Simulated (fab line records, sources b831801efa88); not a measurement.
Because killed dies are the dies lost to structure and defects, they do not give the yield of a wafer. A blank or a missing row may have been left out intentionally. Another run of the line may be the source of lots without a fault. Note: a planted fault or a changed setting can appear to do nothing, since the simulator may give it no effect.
Which of the tools did it? || flow sky130 || 42 wafers from 14 lots sampled at 3 of the route's 708 steps

== WHAT THE GAUGES SHOWED, per wafer ==
SKY_CONTACT_CD_MEAS_14: target cd 170 nm. Usual: cd-nm reads 170.7 nm (standard deviation 1.4).
{"lot": "L642", "measured": "day 32 09:44", "on": "cd-sem-02", "cd-nm (nm)": "170.1 172.0 173.5", "flag": ""}
{"lot": "L643", "measured": "day 32 18:47", "on": "cd-sem-01", "cd-nm (nm)": "169.9 170.5 171.2", "flag": ""}
{"lot": "L644", "measured": "day 33 03:14", "on": "cd-sem-02", "cd-nm (nm)": "172.1 172.8 171.0", "flag": ""}
{"lot": "L645", "measured": "day 33 07:27", "on": "cd-sem-02", "cd-nm (nm)": "168.8 167.5 168.2", "flag": ""}
{"lot": "L646", "measured": "day 33 21:50", "on": "cd-sem-01", "cd-nm (nm)": "170.8 171.1 170.8", "flag": ""}
{"lot": "L647", "measured": "day 33 23:40", "on": "cd-sem-02", "cd-nm (nm)": "173.1 172.4 171.8", "flag": ""}
{"lot": "L649", "measured": "day 34 12:08", "on": "cd-sem-02", "cd-nm (nm)": "171.7 170.7 170.0", "flag": ""}
{"lot": "L651", "measured": "day 35 00:46", "on": "cd-sem-02", "cd-nm (nm)": "169.8 167.8 168.3", "flag": ""}
{"lot": "L652", "measured": "day 35 10:22", "on": "cd-sem-02", "cd-nm (nm)": "168.5 169.2 169.6", "flag": ""}
{"lot": "L653", "measured": "day 36 00:37", "on": "cd-sem-02", "cd-nm (nm)": "171.4 172.0 172.3", "flag": ""}
{"lot": "L656", "measured": "day 36 17:56", "on": "cd-sem-02", "cd-nm (nm)": "170.3 171.3 169.1", "flag": ""}
{"lot": "L657", "measured": "day 37 01:00", "on": "cd-sem-02", "cd-nm (nm)": "168.9 171.1 169.3", "flag": ""}
{"lot": "L663", "measured": "day 38 15:29", "on": "cd-sem-01", "cd-nm (nm)": "169.9 169.6 169.4", "flag": ""}
{"lot": "L664", "measured": "day 38 22:54", "on": "cd-sem-02", "cd-nm (nm)": "170.8 171.2 171.7", "flag": ""}

SKY_CONTACT_OVL_MEAS_15. Usual: CONTACT_OVL gives -1 nm (standard deviation 5.3).
{"lot": "L642", "measured": "day 32 09:51", "on": "overlay-02", "CONTACT_OVL (nm)": "6 -4 0", "flag": ""}
{"lot": "L643", "measured": "day 32 18:54", "on": "overlay-01", "CONTACT_OVL (nm)": "-4 -5 -1", "flag": ""}
{"lot": "L644", "measured": "day 33 03:19", "on": "overlay-01", "CONTACT_OVL (nm)": "-7 -2 -14", "flag": ""}
{"lot": "L645", "measured": "day 33 07:34", "on": "overlay-01", "CONTACT_OVL (nm)": "-2 -5 -5", "flag": ""}
{"lot": "L646", "measured": "day 33 21:57", "on": "overlay-01", "CONTACT_OVL (nm)": "-5 -5 -7", "flag": ""}
{"lot": "L647", "measured": "day 33 23:47", "on": "overlay-01", "CONTACT_OVL (nm)": "-1 -4 5", "flag": ""}
{"lot": "L649", "measured": "day 34 12:16", "on": "overlay-01", "CONTACT_OVL (nm)": "-4 -8 -10", "flag": ""}
{"lot": "L651", "measured": "day 35 00:53", "on": "overlay-02", "CONTACT_OVL (nm)": "9 8 -8", "flag": ""}
{"lot": "L652", "measured": "day 35 10:29", "on": "overlay-01", "CONTACT_OVL (nm)": "4 -5 2", "flag": ""}
{"lot": "L653", "measured": "day 36 00:44", "on": "overlay-01", "CONTACT_OVL (nm)": "3 5 7", "flag": ""}
{"lot": "L656", "measured": "day 36 18:04", "on": "overlay-01", "CONTACT_OVL (nm)": "-6 7 -2", "flag": ""}
{"lot": "L657", "measured": "day 37 01:07", "on": "overlay-01", "CONTACT_OVL (nm)": "-7 -6 -9", "flag": ""}
{"lot": "L663", "measured": "day 38 15:36", "on": "overlay-01", "CONTACT_OVL (nm)": "1 -1 4", "flag": ""}
{"lot": "L664", "measured": "day 38 22:58", "on": "overlay-02", "CONTACT_OVL (nm)": "-1 -1 2", "flag": ""}

== TOOL THAT RAN EACH LOT (tool first, then ch and the chambers of the sampled wafers, then the start) ==
{"lot": "L642", "SKY_PWDE_IMPLANT_08": "implanter-04 ch 0, day 4 05:44"}
{"lot": "L643", "SKY_PWDE_IMPLANT_08": "implanter-04 ch 0, day 4 07:12"}
{"lot": "L644", "SKY_PWDE_IMPLANT_08": "implanter-01 ch 0, day 4 13:49"}
{"lot": "L645", "SKY_PWDE_IMPLANT_08": "implanter-04 ch 0, day 4 20:30"}
{"lot": "L646", "SKY_PWDE_IMPLANT_08": "implanter-04 ch 0, day 5 02:39"}
{"lot": "L647", "SKY_PWDE_IMPLANT_08": "implanter-02 ch 0, day 5 08:25"}
{"lot": "L649", "SKY_PWDE_IMPLANT_08": "implanter-02 ch 0, day 5 20:21"}
{"lot": "L651", "SKY_PWDE_IMPLANT_08": "implanter-01 ch 0, day 6 05:32"}
{"lot": "L652", "SKY_PWDE_IMPLANT_08": "implanter-02 ch 0, day 6 08:45"}
{"lot": "L653", "SKY_PWDE_IMPLANT_08": "implanter-04 ch 0, day 6 20:40"}
{"lot": "L656", "SKY_PWDE_IMPLANT_08": "implanter-01 ch 0, day 7 09:47"}
{"lot": "L657", "SKY_PWDE_IMPLANT_08": "implanter-04 ch 0, day 7 16:00"}
{"lot": "L663", "SKY_PWDE_IMPLANT_08": "implanter-04 ch 0, day 9 00:37"}
{"lot": "L664", "SKY_PWDE_IMPLANT_08": "implanter-04 ch 0, day 9 05:46"}
- SKY_PWDE_IMPLANT_08

== AS READ BY THE TOOLS THEMSELVES (means over the sampled wafers that have a number; for cases with no such wafer, the mark the record gives instead) ==
SKY_PWDE_IMPLANT_08. Usual: beam-energy-keV reads 150.01 (standard deviation 0.042).
{"lot": "L642", "tool": "implanter-04", "beam-energy-keV": 150.03, "flag": ""}
{"lot": "L643", "tool": "implanter-04", "beam-energy-keV": 150.02, "flag": ""}
{"lot": "L644", "tool": "implanter-01", "beam-energy-keV": 150.01, "flag": ""}
{"lot": "L645", "tool": "implanter-04", "beam-energy-keV": 150.04, "flag": ""}
{"lot": "L646", "tool": "implanter-04", "beam-energy-keV": 150.03, "flag": ""}
{"lot": "L647", "tool": "implanter-02", "beam-energy-keV": 149.93, "flag": ""}
{"lot": "L649", "tool": "implanter-02", "beam-energy-keV": 149.99, "flag": ""}
{"lot": "L651", "tool": "implanter-01", "beam-energy-keV": 150.00, "flag": ""}
{"lot": "L652", "tool": "implanter-02", "beam-energy-keV": 150.02, "flag": ""}
{"lot": "L653", "tool": "implanter-04", "beam-energy-keV": 150.05, "flag": ""}
{"lot": "L656", "tool": "implanter-01", "beam-energy-keV": 149.99, "flag": ""}
{"lot": "L657", "tool": "implanter-04", "beam-energy-keV": 150.02, "flag": ""}
{"lot": "L663", "tool": "implanter-04", "beam-energy-keV": 139.62, "flag": "OFF"}
{"lot": "L664", "tool": "implanter-04", "beam-energy-keV": 139.60, "flag": "OFF"}

== THE ANSWER, worked out from the rows above alone ==
Rule: a lot is off if the mean of its wafers that have a number lies more than 3 standard deviations from the usual mean. Also off: a lot with no number at a reading for which 4 or more lots have one. The other lots that the step has rows for count as sound. Order of review: gauges by route order, followed by the tools' own readings, for which a lot's mean as printed above is used. The first step at which some lot is off is used, and at that step the reading that is off furthest; a lot without a number counts as furthest.
Off: L663, L664, at SKY_PWDE_IMPLANT_08 (beam-energy-keV).
A tool fits if, at that step or a process step before it, it ran every lot that is off, and no sound lot after the first of them. One candidate fits, namely implanter-04 at SKY_PWDE_IMPLANT_08. Its last sound lot is L657 (day 7 16:00), its first lot that is off L663 (day 9 00:37): a fault that began between those two fits.
On the lots that are off, the tool's own readings at SKY_PWDE_IMPLANT_08 differ by more than 5 times the standard deviation of the sound lots' means, which bears it out; beam-energy-keV reads 139.61 there versus 150.01 on the sound lots.

== WHAT HAD BEEN PUT IN BY THE SIMULATOR ==
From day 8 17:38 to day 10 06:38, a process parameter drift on implanter-04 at SKY_PWDE_IMPLANT_08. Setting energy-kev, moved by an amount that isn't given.
Lots struck among those shown: L663, L664. The rule above found the same.
